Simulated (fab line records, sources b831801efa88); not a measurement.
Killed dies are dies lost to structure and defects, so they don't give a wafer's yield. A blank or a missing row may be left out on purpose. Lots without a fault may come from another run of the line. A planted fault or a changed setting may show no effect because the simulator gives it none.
fab line records | flow sfq_line
record lots=7 wafers=21 last_day=89
route steps=325 shown R5@224 I5@228
lots that met no fault: from a run of the same line without faults
start_h: hours from the record's first day to the start of the lot's first wafer shown | wait_h: hours since the lot's step before | " the same as in the row above | L1.1+2: a row that stands for several wafers | - no value, or no start given | * or withheld: withheld | < > ~ a bound
route shown NAME@n: a module of which the file shows steps, and the number in the route of the first | usual: mean/standard deviation of fault-free wafers | same: alike in all rows | chamber/n: place in a boat | sites: the reading at each site | _std_site: their standard deviation | _edge_site: outer sites' mean less inner sites' | radius_mm: how far each site lies from the wafer's centre | mask NAME#n: copy n | behind: the tool/chamber that last shaped the wafer | hold: why the lot was held/for how many hours/how that ended | device: the transistor (n, p or np) that didn't switch | end of line: the same wafers' tests at the end of the route | a step without rows: its recipe alone | killed: dies lost to structure and defects at the first sort, not the wafer's yield | map: a wafer's dies, x killed, . not, _ none there
set.NAME: the setting as run; set.NAME@STEP: as run at that earlier step | model.NAME: the simulator's own value behind a step, which no gauge read
lots at some steps of the route; a table a step, a row a wafer
services: from which hour (start_h, from the record's first day; less than 0 if before it) a tool's chamber was out of use, for how many hours, and why
## steps
# step SFQ_TRILAYER_R5_BARC_OPEN_METAL_ETCH_177
# recipe mask_material=PR chemistry=O2 target_depth_nm=125 target=BARC icp_w=600 bias_w=80 pressure_mtorr=10 time_s=41.7
# usual drypump_motor_current_A=5.52/0.21 oes_product_au=0.685/0.0044 rf_fwd_power_W=593.6/2.8
# same time_s=41.7
# columns lot.wafer tool chamber start_h wait_h drypump_motor_current_A oes_product_au rf_fwd_power_W rf_hours_counter_h
L858.2 rie_metal-02 1 1326.59 0.0 5.81 0.688 597.5 54
L858.3 " 1 " " 5.80 0.688 596.8 -
L858.4 " 0 " " 5.22 0.683 593.7 -
L868.3 rie_metal-01 1 1573.45 0.0 5.55 0.688 594.6 -
L868.5 " 1 " " 5.58 0.678 595.6 -
L868.6 " 0 " " 5.44 0.687 594.5 -
L869.2 rie_metal-01 0 1586.63 0.0 5.43 0.683 595.4 6
L869.3 " 1 " " 5.61 0.687 594.7 -
L869.4 " 0 " " 5.44 0.692 595.3 -
L870.1 rie_metal-04 0 1597.43 0.0 5.60 0.684 597.3 35
L870.3 " 0 " " 5.59 0.677 596.9 -
L870.5 " 1 " " 5.57 0.685 593.5 -
L876.2 rie_metal-01 0 1656.55 0.0 5.39 0.690 590.2 15
L876.4 " 1 " " 5.59 0.681 592.6 -
L876.5 " 1 " " 5.58 0.683 595.3 -
L877.2 rie_metal-02 1 1668.07 0.0 5.82 0.687 596.2 97
L877.5 " 1 " " 5.81 0.685 596.1 -
L877.6 " 0 " " 5.19 0.682 589.9 -
L878.1 rie_metal-04 0 1669.27 0.0 5.59 0.676 596.9 44
L878.3 " 1 " " 5.56 0.684 597.1 -
L878.6 " 1 " " 5.56 0.681 597.1 -
# step SFQ_TRILAYER_R5_ETCH_METAL_ETCH_139
# recipe stop_on=SiO2 mask_material=PR chemistry=Cl2 target_depth_nm=60 icp_w=600 bias_w=80 pressure_mtorr=10 time_s=40
# usual drypump_motor_current_A=5.52/0.21 oes_product_au=0.989/0.0052 rf_fwd_power_W=593.6/3
# same time_s=40
# columns lot.wafer tool chamber start_h wait_h drypump_motor_current_A oes_product_au rf_fwd_power_W rf_hours_counter_h
L858.2 rie_metal-02 1 1326.65 0.0 5.81 0.986 598.9 54
L858.3 " 1 " " 5.81 0.988 596.4 -
L858.4 " 0 " " 5.24 0.988 585.2 -
L868.3 rie_metal-01 1 1573.51 0.0 5.60 0.984 593.8 -
L868.5 " 1 " " 5.56 0.981 593.4 -
L868.6 " 0 " " 5.39 0.988 593.4 -
L869.2 rie_metal-01 0 1586.69 0.0 5.40 0.994 593.6 6
L869.3 " 1 " " 5.59 0.986 596.8 -
L869.4 " 0 " " 5.37 0.984 591.8 -
L870.1 rie_metal-04 0 1597.49 0.0 5.56 0.988 595.5 35
L870.3 " 0 " " 5.57 0.992 596.6 -
L870.5 " 1 " " 5.55 0.985 595.3 -
L876.2 rie_metal-01 0 1656.61 0.0 5.41 0.989 594.9 15
L876.4 " 1 " " 5.56 0.989 595.5 -
L876.5 " 1 " " 5.59 0.991 593.6 -
L877.2 rie_metal-02 1 1668.13 0.0 5.83 0.988 590.1 97
L877.5 " 1 " " 5.83 0.996 593.3 -
L877.6 " 0 " " 5.20 0.990 588.7 -
L878.1 rie_metal-04 0 1669.33 0.0 5.58 0.981 596.7 44
L878.3 " 1 " " 5.56 0.993 595.8 -
L878.6 " 1 " " 5.59 0.986 595.2 -
# step SFQ_TRILAYER_R5_STRIP_STRIP_140
# recipe gas=O2 power_w=200 platen_temp_c=40 overash_fraction=0.65 chemistry=O2 pressure_mtorr=50
# usual drypump_motor_current_A=5.52/0.21 oes_product_au=0.998/0.0069
# columns lot.wafer tool chamber start_h wait_h drypump_motor_current_A oes_product_au rf_hours_counter_h
L858.2 rie_metal-02 1 1326.71 0.0 5.82 1.001 54
L858.3 " 1 " " 5.83 0.999 -
L858.4 " 0 " " 5.23 1.000 -
L868.3 rie_metal-01 1 1573.75 0.2 5.58 1.002 -
L868.5 " 1 " " 5.60 0.993 -
L868.6 " 0 " " 5.38 0.991 -
L869.2 rie_metal-01 0 1586.75 0.0 5.40 0.989 6
L869.3 " 1 " " 5.56 0.994 -
L869.4 " 0 " " 5.40 0.982 -
L870.1 rie_metal-04 0 1597.55 0.0 5.59 1.000 35
L870.3 " 0 " " 5.59 1.007 -
L870.5 " 1 " " 5.54 1.006 -
L876.2 rie_metal-01 0 1656.67 0.0 5.44 0.997 15
L876.4 " 1 " " 5.58 0.993 -
L876.5 " 1 " " 5.60 0.995 -
L877.2 rie_metal-02 1 1668.19 0.0 5.82 1.013 97
L877.5 " 1 " " 5.83 1.010 -
L877.6 " 0 " " 5.20 0.992 -
L878.1 rie_metal-04 1 1669.39 0.0 5.57 0.995 117
L878.3 " 1 " " 5.58 0.996 -
L878.6 " 1 " " 5.58 0.991 -
# step SFQ_TRILAYER_R5_STRIP_SOLV_CLEAN_141
# recipe chemistry=NMP temp_c=70 time_s=600
# step SFQ_TRILAYER_A5C_DEP_PECVD_142
# recipe material=SiO2 temp_c=150 time_s=15.556 pressure_torr=2.4 rf_w=183.3 precursor=SiH4/N2O target_thk_nm=70
# usual heater_power_w=90/11 rf_fwd_power_W=179.9/1.1 showerhead_vpp_V=843/38 throttle_valve_pct=25.0/1.3
# same time_s=15.556
# columns lot.wafer tool chamber start_h wait_h heater_power_w rf_fwd_power_W showerhead_vpp_V throttle_valve_pct
L858.2 pecvd-04 2 1327.48 0.0 91 180.8 795 23.0
L858.3 " 0 " " 82 182.1 915 25.3
L858.4 " 1 " " 100 179.3 802 23.8
L868.3 pecvd-02 2 1574.32 0.0 93 181.9 853 26.5
L868.5 " 2 " " 94 182.3 855 26.3
L868.6 " 1 " " 96 181.2 862 25.8
L869.2 pecvd-01 1 1587.54 0.0 69 178.5 857 24.6
L869.3 " 0 " " 94 180.0 840 24.9
L869.4 " 2 " " 72 179.9 802 23.8
L870.1 pecvd-04 2 1598.32 0.0 94 179.8 789 23.4
L870.3 " 0 " " 85 181.2 918 25.8
L870.5 " 0 " " 84 181.1 920 25.8
L876.2 pecvd-02 1 1657.44 0.0 94 180.7 845 26.2
L876.4 " 0 " " 90 178.8 860 27.9
L876.5 " 0 " " 93 178.1 845 28.0
L877.2 pecvd-04 1 1668.98 0.0 104 179.0 816 24.9
L877.5 " 2 " " 94 179.9 780 23.4
L877.6 " 0 " " 90 181.0 907 26.3
L878.1 pecvd-02 0 1670.36 0.0 77 179.4 851 27.9
L878.3 " 0 " " 80 179.9 858 27.7
L878.6 " 1 " " 95 181.0 857 26.1
# step SFQ_TRILAYER_I5_LITHO_COAT_149
# recipe resist=BARC spin_rpm=3000 resist_thk_nm=62
# step SFQ_TRILAYER_I5_LITHO_COAT_144
# recipe resist=KrF spin_rpm=3000 resist_thk_nm=650
# step SFQ_TRILAYER_I5_LITHO_SOFTBAKE_148
# recipe temp_c=withheld time_s=withheld resist=KrF
# step SFQ_TRILAYER_I5_LITHO_EXPOSE_145
# recipe mask_id=I5 na=0.6 source_shape=conventional sigma_outer=0.65 target_cd_nm=700 dose_mj=21.3
# step SFQ_TRILAYER_I5_LITHO_PEB_147
# recipe peb_temp_c=115 peb_time_s=60 resist=KrF
# step SFQ_TRILAYER_I5_LITHO_DEVELOP_146
# recipe time_s=60 resist=KrF
# step SFQ_I5_OVL_MEAS_936
# usual I5_OVL=0/5.5
# columns lot.wafer tool chamber start_h wait_h I5_OVL[nm]
L858.2 overlay-02 - 1329.96 0.1 1
L858.3 " - " " 0
L858.4 " - " " 7
L868.3 overlay-02 - 1703.17 0.1 0
L868.5 " - " " 2
L868.6 " - " " 1
L869.2 overlay-02 - 1717.63 0.1 4
L869.3 " - " " -2
L869.4 " - " " 3
L870.1 overlay-02 - 1724.82 0.1 2
L870.3 " - " " 2
L870.5 " - " " 5
L876.2 overlay-01 - 1780.15 0.1 6
L876.4 " - " " 7
L876.5 " - " " 8
L877.2 overlay-01 - 1789.75 0.1 -4
L877.5 " - " " -3
L877.6 " - " " 3
L878.1 overlay-02 - 1793.35 0.1 5
L878.3 " - " " -4
L878.6 " - " " 5
# step SFQ_TRILAYER_I5_BARC_OPEN_VIA_ETCH_200
# recipe mask_material=PR chemistry=O2 target_depth_nm=125 target=BARC source_w=500 bias_w=80 pressure_mtorr=30 time_s=41.7
# usual drypump_motor_current_A=5.7/0.5 oes_product_au=0.685/0.005 rf_fwd_power_W=494.9/1.8
# same time_s=41.7
# columns lot.wafer tool chamber start_h wait_h drypump_motor_current_A oes_product_au rf_fwd_power_W rf_hours_counter_h model.KrF_of_TRILAYER_I5_LITHO_COAT_144.thk_nm
L858.2 rie_diel-03 1 1329.99 0.0 6.3 0.683 495.5 15 573.5
L858.3 " 0 " " 4.9 0.685 491.8 17 570.6
L858.4 " 2 " " 5.0 0.681 495.1 9 572.8
L868.3 rie_diel-01 3 1703.20 0.0 5.8 0.679 414.2 1 579.8
L868.5 " 2 " " 5.8 0.684 494.0 - 571.4
L868.6 " 1 " " 4.8 0.684 494.4 - 573
L869.2 rie_diel-01 0 1717.66 0.0 6.0 0.691 496.5 12 573.6
L869.3 " 3 " " 5.8 0.683 414.9 1 581.9
L869.4 " 2 " " 5.8 0.686 493.6 0 572.9
L870.1 rie_diel-01 2 1724.86 0.0 5.8 0.679 492.1 0 570.4
L870.3 " 3 " " 5.8 0.686 412.5 1 580.6
L870.5 " 3 " " 5.8 0.685 415.4 - 577.6
L876.2 rie_diel-01 1 1780.18 0.0 4.8 0.685 495.3 11 573.5
L876.4 " 3 " " 5.8 0.691 493.9 1 572.7
L876.5 " 0 " " 6.0 0.691 495.4 - 573.7
L877.2 rie_diel-01 3 1789.78 0.0 5.8 0.682 493.2 2 573.1
L877.5 " 2 " " 5.7 0.672 494.6 - 571.1
L877.6 " 1 " " 4.8 0.689 496.4 - 571.4
L878.1 rie_diel-03 0 1793.38 0.0 4.9 0.685 493.5 1 576.6
L878.3 " 1 " " 6.4 0.682 498.0 1 575.5
L878.6 " 0 " " 4.9 0.691 492.4 - 575.3
# step SFQ_TRILAYER_I5_ETCH_VIA_ETCH_147
# recipe stop_on=Nb mask_material=PR chemistry=CHF3 target_depth_nm=360 source_w=500 bias_w=80 pressure_mtorr=30 time_s=withheld
# usual drypump_motor_current_A=5.7/0.5 oes_product_au=0.991/0.0059 rf_fwd_power_W=498.5/1.5
# columns lot.wafer tool chamber start_h wait_h drypump_motor_current_A oes_product_au rf_fwd_power_W
L858.2 rie_diel-03 1 1330.03 0.0 6.3 0.991 498.4
L858.3 " 0 " " 4.9 0.992 496.6
L858.4 " 2 " " 5.0 0.995 497.4
L868.3 rie_diel-01 3 1703.23 0.0 5.8 0.987 500.0
L868.5 " 2 " " 5.8 0.985 499.4
L868.6 " 1 " " 4.8 0.988 499.5
L869.2 rie_diel-01 0 1717.70 0.0 6.0 1.002 498.7
L869.3 " 3 " " 5.8 0.989 495.5
L869.4 " 2 " " 5.8 0.988 497.9
L870.1 rie_diel-01 2 1724.90 0.0 5.8 0.989 500.2
L870.3 " 3 " " 5.8 0.995 497.9
L870.5 " 3 " " 5.8 0.999 495.1
L876.2 rie_diel-01 1 1780.22 0.0 4.8 0.987 500.9
L876.4 " 3 " " 5.8 0.994 501.3
L876.5 " 0 " " 6.0 0.999 498.5
L877.2 rie_diel-01 3 1789.82 0.0 5.8 0.993 496.9
L877.5 " 2 " " 5.8 0.993 497.4
L877.6 " 1 " " 4.8 0.983 498.4
L878.1 rie_diel-03 0 1793.42 0.0 4.9 0.979 497.1
L878.3 " 1 " " 6.3 0.982 498.3
L878.6 " 0 " " 4.9 0.984 497.2
## services
# columns tool chamber start_h hours kind
rie_metal-04 1 1353.84 7.7 repair
rie_metal-02 0 1361.22 2.4 repair
rie_diel-03 0 1369.90 3.2 repair
rie_metal-02 1 1387.53 2.1 repair
rie_metal-04 - 1443.15 2.8 pm
rie_diel-01 - 1459.27 28.1 pm
rie_metal-01 1 1464.32 3.7 repair
rie_metal-02 0 1476.11 10.8 repair
rie_diel-01 0 1496.49 14.5 repair
rie_metal-04 0 1512.28 4.7 repair
rie_diel-01 2 1529.84 6.3 repair
rie_metal-04 - 1539.41 4.0 pm
rie_diel-01 - 1547.53 0.2 repair
rie_diel-01 3 1550.05 5.0 repair
rie_diel-01 2 1566.64 8.3 repair
rie_metal-02 - 1576.83 2.8 pm
rie_diel-01 0 1590.19 13.2 repair
rie_diel-01 1 1597.36 15.0 repair
rie_diel-01 1 1639.65 4.2 repair
rie_diel-01 0 1640.74 10.9 repair
rie_diel-01 2 1665.04 10.9 repair
rie_metal-04 - 1674.07 0.9 repair
rie_diel-01 1 1686.53 6.2 repair
rie_metal-01 - 1709.91 10.0 pm
## key
first_sign step=SFQ_TRILAYER_I5_BARC_OPEN_VIA_ETCH_200 reading=rf_fwd_power_W direction=down sigmas=46 usual=494.9 struck=414.2
effect none on later readings
model_effect step=SFQ_TRILAYER_I5_BARC_OPEN_VIA_ETCH_200 value=KrF_of_TRILAYER_I5_LITHO_COAT_144.thk_nm without=572.4 struck=580
met_at SFQ_TRILAYER_I5_BARC_OPEN_VIA_ETCH_200
struck_wafers L868.3,L869.3,L870.3,L870.5
fault kind=process_parameter_drift tool=rie_diel-01 chamber=3 onset_h=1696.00 steps=SFQ_TRILAYER_I5_BARC_OPEN_VIA_ETCH_200 channel=source_w offset=-80 shape=step end_h=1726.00 acts_in=these_recipes_only stated=500
